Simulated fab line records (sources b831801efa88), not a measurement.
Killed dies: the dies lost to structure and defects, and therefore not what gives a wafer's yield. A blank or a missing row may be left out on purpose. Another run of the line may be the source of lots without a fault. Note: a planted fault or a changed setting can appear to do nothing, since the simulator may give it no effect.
Matching of chambers + flow gf180mcu + GF_V3_CMP_04 on cmp-01: 4 sister chambers
The step polishes SiO2. 4 wafers are shown with their chamber, then 12 later ones without.

== WAFERS WITH THEIR CHAMBER ==
| wafer  | chamber | slurry-flow-ml-min |
|--------|---------|--------------------|
| L083.4 | 3       | 149.9              |
| L085.1 | 2       | 150.5              |
| L086.3 | 1       | 149.4              |
| L086.5 | 0       | 150.4              |

== WAFERS WITH NO CHAMBER GIVEN ==
| wafer  | slurry-flow-ml-min |
|--------|--------------------|
| L088.1 | 150.1              |
| L088.4 | 150.0              |
| L088.6 | 150.0              |
| L093.3 | 149.7              |
| L093.4 | 150.0              |
| L093.6 | 149.6              |
| L094.2 | 150.2              |
| L094.4 | 150.1              |
| L094.5 | 150.0              |
| L095.1 | 150.5              |
| L095.2 | 149.8              |
| L095.3 | 150.4              |

== WHICH CHAMBER EACH ONE RAN IN ==
| wafer  | from the rows above          | in truth                   |
|--------|------------------------------|----------------------------|
| L088.1 | can't be placed: 3 or 0 or 2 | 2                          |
| L088.4 | 3                            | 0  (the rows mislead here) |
| L088.6 | 3                            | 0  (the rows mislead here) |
| L093.3 | can't be placed: 3 or 1      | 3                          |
| L093.4 | 3                            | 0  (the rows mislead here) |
| L093.6 | can't be placed: 1 or 3      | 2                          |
| L094.2 | can't be placed: 0 or 3 or 2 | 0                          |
| L094.4 | can't be placed: 3 or 0 or 2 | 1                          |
| L094.5 | 3                            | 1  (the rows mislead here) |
| L095.1 | can't be placed: 2 or 0      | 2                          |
| L095.2 | 3                            | 3                          |
| L095.3 | can't be placed: 0 or 2      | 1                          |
1 of 12 placed correctly. Cannot be placed on the basis of these rows: 7; the candidates contain the true chamber in 4. Wrongly placed: 4.
How it was worked out, from the rows above alone: a wafer's distance from a chamber is the root of the sum, over the readings, of the square of ((its reading less the chamber's mean) divided by the reading's scatter). The wafer belongs to the nearest chamber; if the next one is less than 2 further off, it can't be placed. Each chamber's mean is taken over the wafers shown for it. The scatter: with one shown wafer a chamber, the root of the mean of the squares of how far each hidden wafer lies from its nearest shown one.
